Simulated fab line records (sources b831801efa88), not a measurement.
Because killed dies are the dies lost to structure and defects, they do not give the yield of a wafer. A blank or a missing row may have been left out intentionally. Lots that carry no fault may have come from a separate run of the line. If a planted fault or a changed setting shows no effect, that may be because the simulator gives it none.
The tool behind it: which one? :: flow sky130 :: 45 wafers from 15 lots sampled at 4 of the route's 708 steps

WHAT THE GAUGES SHOWED, per wafer
SKY_METAL4_OVL_MEAS_14. Usual: METAL4_OVL typically reads 4 nm, with standard deviation 6.8.
lot: L836
measured: day 42 03:05
on: overlay-01
METAL4_OVL (nm): 5 5 4
flag: 

lot: L837
measured: day 42 11:53
on: overlay-01
METAL4_OVL (nm): -4 -4 0
flag: 

lot: L840
measured: day 43 06:18
on: overlay-02
METAL4_OVL (nm): 20 10 16
flag: 

lot: L841
measured: day 43 11:43
on: overlay-01
METAL4_OVL (nm): 2 -5 -2
flag: 

lot: L842
measured: day 43 20:29
on: overlay-02
METAL4_OVL (nm): -1 3 -2
flag: 

lot: L843
measured: day 44 05:03
on: overlay-01
METAL4_OVL (nm): 6 0 1
flag: 

lot: L847
measured: day 45 03:07
on: overlay-01
METAL4_OVL (nm): -3 -3 -1
flag: 

lot: L850
measured: day 46 06:52
on: overlay-01
METAL4_OVL (nm): 12 4 -3
flag: 

lot: L851
measured: day 46 07:59
on: overlay-02
METAL4_OVL (nm): -4 -1 2
flag: 

lot: L852
measured: day 46 11:44
on: overlay-02
METAL4_OVL (nm): 14 13 8
flag: 

lot: L853
measured: day 46 17:56
on: overlay-01
METAL4_OVL (nm): 5 7 4
flag: 

lot: L854
measured: day 46 22:10
on: overlay-02
METAL4_OVL (nm): -9 -9 -4
flag: 

lot: L855
measured: day 47 05:52
on: overlay-01
METAL4_OVL (nm): 12 10 9
flag: 

lot: L856
measured: day 47 07:45
on: overlay-02
METAL4_OVL (nm): 6 11 0
flag: 

lot: L857
measured: day 47 13:19
on: overlay-01
METAL4_OVL (nm): -1 -3 -1
flag: 

SKY_VIA4_BOW_MEAS_03. Usual: VIA4_BOW typically reads 77 um, with standard deviation 8.1.
lot: L836
measured: day 42 04:59
on: film metro-03
VIA4_BOW (um): 79 83 83
flag: 

lot: L837
measured: day 42 13:34
on: film metro-03
VIA4_BOW (um): 91 85 79
flag: 

lot: L840
measured: day 43 07:57
on: film metro-01
VIA4_BOW (um): 73 70 68
flag: 

lot: L841
measured: day 43 13:42
on: film metro-04
VIA4_BOW (um): 66 66 58
flag: 

lot: L842
measured: day 43 22:03
on: film metro-03
VIA4_BOW (um): 79 72 80
flag: 

lot: L843
measured: day 44 07:02
on: film metro-01
VIA4_BOW (um): 74 70 68
flag: 

lot: L847
measured: day 45 04:40
on: film metro-01
VIA4_BOW (um): 82 90 83
flag: 

lot: L850
measured: day 46 08:51
on: film metro-01
VIA4_BOW (um): 82 79 73
flag: 

lot: L851
measured: day 46 10:03
on: film metro-04
VIA4_BOW (um): 72 69 60
flag: 

lot: L852
measured: day 46 13:40
on: film metro-03
VIA4_BOW (um): 72 79 55
flag: 

lot: L853
measured: day 46 19:32
on: film metro-03
VIA4_BOW (um): 89 74 75
flag: 

lot: L854
measured: day 46 23:40
on: film metro-01
VIA4_BOW (um): 85 70 81
flag: 

lot: L855
measured: day 47 07:22
on: film metro-03
VIA4_BOW (um): 83 83 88
flag: 

lot: L856
measured: day 47 10:14
on: film metro-01
VIA4_BOW (um): 78 82 77
flag: 

lot: L857
measured: day 47 15:18
on: film metro-04
VIA4_BOW (um): 83 90 74
flag: 

SKY_VIA4_OVL_MEAS_11. Usual: VIA4_OVL typically reads 0.0 nm, with standard deviation 1.6.
lot: L836
measured: day 43 03:35
on: overlay-01
VIA4_OVL (nm): -3.7 -2.3 -4.0
flag: 

lot: L837
measured: day 43 11:54
on: overlay-01
VIA4_OVL (nm): 0.9 -0.3 -0.4
flag: 

lot: L840
measured: day 44 06:18
on: overlay-01
VIA4_OVL (nm): -0.7 0.8 -1.2
flag: 

lot: L841
measured: day 44 11:57
on: overlay-01
VIA4_OVL (nm): - - -
flag: OFF

lot: L842
measured: day 44 20:39
on: overlay-01
VIA4_OVL (nm): - - -
flag: OFF

lot: L843
measured: day 45 05:11
on: overlay-02
VIA4_OVL (nm): - - -
flag: OFF

lot: L847
measured: day 46 02:01
on: overlay-02
VIA4_OVL (nm): -2.6 0.1 -1.8
flag: 

lot: L850
measured: day 47 05:04
on: overlay-01
VIA4_OVL (nm): -0.4 0.5 1.4
flag: 

lot: L851
measured: day 47 06:59
on: overlay-02
VIA4_OVL (nm): -0.3 0.3 1.0
flag: 

lot: L852
measured: day 47 09:27
on: overlay-01
VIA4_OVL (nm): 0.0 -0.8 -1.1
flag: 

lot: L853
measured: day 47 15:20
on: overlay-01
VIA4_OVL (nm): 3.9 2.1 1.3
flag: 

lot: L854
measured: day 47 17:21
on: overlay-01
VIA4_OVL (nm): -2.8 -1.7 -2.8
flag: 

lot: L855
measured: day 48 02:12
on: overlay-02
VIA4_OVL (nm): -2.1 -0.3 -0.3
flag: 

lot: L856
measured: day 48 04:39
on: overlay-02
VIA4_OVL (nm): 2.0 2.5 1.7
flag: 

lot: L857
measured: day 48 09:58
on: overlay-01
VIA4_OVL (nm): 0.7 3.4 0.7
flag: 

WHAT TOOL EACH LOT RAN ON (gives the tool, then ch and the chambers of the sampled wafers, and finally the start)
lot: L836
SKY_VIA4_EXPOSE_08: iline stepper-02 ch 0, day 42 16:26

lot: L837
SKY_VIA4_EXPOSE_08: iline stepper-02 ch 0, day 43 01:00

lot: L840
SKY_VIA4_EXPOSE_08: iline stepper-02 ch 0, day 43 19:20

lot: L841
SKY_VIA4_EXPOSE_08: iline stepper-02, day 44 01:17

lot: L842
SKY_VIA4_EXPOSE_08: iline stepper-02, day 44 09:58

lot: L843
SKY_VIA4_EXPOSE_08: iline stepper-02, day 44 18:23

lot: L847
SKY_VIA4_EXPOSE_08: iline stepper-02 ch 0, day 45 15:14

lot: L850
SKY_VIA4_EXPOSE_08: iline stepper-02 ch 0, day 46 18:26

lot: L851
SKY_VIA4_EXPOSE_08: iline stepper-02 ch 0, day 46 20:23

lot: L852
SKY_VIA4_EXPOSE_08: iline stepper-02 ch 0, day 47 00:14

lot: L853
SKY_VIA4_EXPOSE_08: iline stepper-02 ch 0, day 47 06:23

lot: L854
SKY_VIA4_EXPOSE_08: iline stepper-01 ch 0, day 47 09:16

lot: L855
SKY_VIA4_EXPOSE_08: iline stepper-01 ch 0, day 47 16:42

lot: L856
SKY_VIA4_EXPOSE_08: iline stepper-02 ch 0, day 47 19:14

lot: L857
SKY_VIA4_EXPOSE_08: iline stepper-02 ch 0, day 48 01:19
- SKY_VIA4_EXPOSE_08: exposes mask VIM4, target cd 800 nm.

AS READ BY THE TOOLS THEMSELVES (means over the sampled wafers that have a number; for cases with no such wafer, the mark the record gives instead)
SKY_VIA4_EXPOSE_08. Usual: exposure dose mJ cm2 131.99, standard deviation 0.13; focus offset nm -0.2 nm, standard deviation 0.5.
lot: L836
tool: iline stepper-02
exposure dose mJ cm2: 132.03
focus offset nm (nm): -0.3
flag: 

lot: L837
tool: iline stepper-02
exposure dose mJ cm2: 132.14
focus offset nm (nm): -0.1
flag: 

lot: L840
tool: iline stepper-02
exposure dose mJ cm2: 132.02
focus offset nm (nm): -0.1
flag: 

lot: L841
tool: iline stepper-02
exposure dose mJ cm2: -
focus offset nm (nm): -
flag: OFF

lot: L842
tool: iline stepper-02
exposure dose mJ cm2: -
focus offset nm (nm): -
flag: OFF

lot: L843
tool: iline stepper-02
exposure dose mJ cm2: -
focus offset nm (nm): -
flag: OFF

lot: L847
tool: iline stepper-02
exposure dose mJ cm2: 132.12
focus offset nm (nm): 0.1
flag: 

lot: L850
tool: iline stepper-02
exposure dose mJ cm2: 131.98
focus offset nm (nm): -0.9
flag: 

lot: L851
tool: iline stepper-02
exposure dose mJ cm2: 131.94
focus offset nm (nm): 0.5
flag: 

lot: L852
tool: iline stepper-02
exposure dose mJ cm2: 132.02
focus offset nm (nm): 0.3
flag: 

lot: L853
tool: iline stepper-02
exposure dose mJ cm2: 132.03
focus offset nm (nm): -0.8
flag: 

lot: L854
tool: iline stepper-01
exposure dose mJ cm2: 132.00
focus offset nm (nm): -0.0
flag: 

lot: L855
tool: iline stepper-01
exposure dose mJ cm2: 131.97
focus offset nm (nm): -0.5
flag: 

lot: L856
tool: iline stepper-02
exposure dose mJ cm2: 131.97
focus offset nm (nm): -0.0
flag: 

lot: L857
tool: iline stepper-02
exposure dose mJ cm2: 132.03
focus offset nm (nm): -0.5
flag: 

THE ANSWER, worked out from the rows above alone
Rule: take the mean of a lot's wafers that have a number; if it is more than 3 standard deviations from the usual mean, the lot is off. A lot without any number at a reading at which 4 lots or more have one is off too. All remaining lots with rows at the step are treated as sound. The gauges are gone through in route order, then the tools' own readings, and for those a lot's mean is taken as printed above. At the first step where some lot is off, the reading lying furthest off is the one used; lots without a number count as furthest.
Off: at SKY_VIA4_OVL_MEAS_11 (VIA4_OVL), L841, L842, L843. Without a number there: L841, L842, L843.
If a tool, at a process step before that reading, ran all the lots that are off and no sound lot after the first of them, it fits. Not tried: the gauges at SKY_VIA4_OVL_MEAS_11; whatever is off there is also off at SKY_VIA4_EXPOSE_08, on other tools, and gauge error can't account for it. No candidate that was tried fits.

WHAT HAD BEEN PUT IN BY THE SIMULATOR
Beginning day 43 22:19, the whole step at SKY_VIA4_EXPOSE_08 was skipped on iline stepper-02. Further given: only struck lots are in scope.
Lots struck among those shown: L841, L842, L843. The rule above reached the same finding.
